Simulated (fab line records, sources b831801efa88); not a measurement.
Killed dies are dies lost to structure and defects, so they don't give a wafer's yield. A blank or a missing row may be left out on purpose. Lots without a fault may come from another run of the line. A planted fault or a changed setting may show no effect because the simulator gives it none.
fab line records | flow sfq_line
record lots=14 wafers=42 last_day=92
route steps=325 shown I5@233
lots that met no fault: from a run of the same line without faults
start_h: hours from the record's first day to the start of the lot's first wafer shown | wait_h: hours since the lot's step before | " the same as in the row above | L1.1+2: a row that stands for several wafers | - no value, or no start given | * or withheld: withheld | < > ~ a bound
route shown NAME@n: a module of which the file shows steps, and the number in the route of the first | usual: mean/standard deviation of fault-free wafers | same: alike in all rows | chamber/n: place in a boat | sites: the reading at each site | _std_site: their standard deviation | _edge_site: outer sites' mean less inner sites' | radius_mm: how far each site lies from the wafer's centre | mask NAME#n: copy n | behind: the tool/chamber that last shaped the wafer | hold: why the lot was held/for how many hours/how that ended | device: the transistor (n, p or np) that didn't switch | end of line: the same wafers' tests at the end of the route | a step without rows: its recipe alone | killed: dies lost to structure and defects at the first sort, not the wafer's yield | map: a wafer's dies, x killed, . not, _ none there
set.NAME: the setting as run; set.NAME@STEP: as run at that earlier step | model.NAME: the simulator's own value behind a step, which no gauge read
steps of the route over a sample of lots; a table a step, a row a wafer
## steps
# step SFQ_TRILAYER_I5_LITHO_PEB_147
# recipe peb_temp_c=115 peb_time_s=60 resist=KrF
# usual chill_plate_temp_C=23.02/0.087 exhaust_pa=45.1/0.8
# columns lot.wafer tool chamber start_h wait_h chill_plate_temp_C exhaust_pa
L737.4 litho_track-02 0 1642.05 0.5 23.06 45.7
L737.5 " 0 " " 23.29 44.2
L737.6 " 0 " " 23.02 45.8
L738.1 litho_track-02 0 1645.58 1.0 23.03 45.6
L738.2 " 0 " " 23.01 46.6
L738.5 " 0 " " 23.06 44.8
L739.1 litho_track-02 0 1646.78 1.0 22.96 45.4
L739.3 " 0 " " 23.16 45.4
L739.4 " 0 " " 23.06 45.9
L740.1 litho_track-04 0 1647.98 1.0 22.89 44.1
L740.2 " 0 " " 22.95 44.8
L740.5 " 0 " " 22.84 43.4
L741.1 litho_track-02 0 1650.38 1.0 22.90 46.2
L741.4 " 0 " " 22.94 44.6
L741.5 " 0 " " 23.03 46.6
L742.2 litho_track-01 0 1651.60 0.8 23.00 46.0
L742.4 " 0 " " 23.06 45.8
L742.5 " 0 " " 22.93 46.2
L743.1 litho_track-02 0 1652.78 1.0 23.09 45.7
L743.3 " 0 " " 22.95 44.1
L743.5 " 0 " " 23.10 44.3
L745.2 litho_track-02 0 1672.61 0.8 23.11 45.6
L745.4 " 0 " " 22.95 45.3
L745.5 " 0 " " 23.04 44.6
L747.2 litho_track-01 0 1728.23 0.8 23.03 45.8
L747.3 " 0 " " 23.06 44.7
L747.5 " 0 " " 23.01 45.7
L750.3 litho_track-01 0 1814.58 0.7 23.03 44.0
L750.4 " 0 " " 23.21 43.8
L750.6 " 0 " " 23.07 44.7
L752.1 litho_track-01 0 1854.42 1.0 23.09 44.2
L752.3 " 0 " " 22.91 45.4
L752.5 " 0 " " 22.93 45.0
L753.1 litho_track-04 - 1855.62 1.0 - -
L753.5 " - " " - -
L753.6 " - " " - -
L754.1 litho_track-01 - 1856.82 1.0 - -
L754.2 " - " " - -
L754.5 " - " " - -
L760.1 litho_track-04 0 1885.55 1.0 23.01 45.0
L760.2 " 0 " " 23.01 45.8
L760.6 " 0 " " 22.93 45.2
## key
first_sign step=SFQ_TRILAYER_I5_LITHO_PEB_147 reading=tool_record direction=missing
effect none on later readings
met_at SFQ_TRILAYER_I5_LITHO_PEB_147
struck_lots L753,L754
onset_between 1854.42 1855.62
fault kind=skipped_step_whole tool=litho_track-01,litho_track-04 chamber=- onset_h=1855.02 steps=SFQ_TRILAYER_I5_LITHO_PEB_147 scope=struck_lots_only
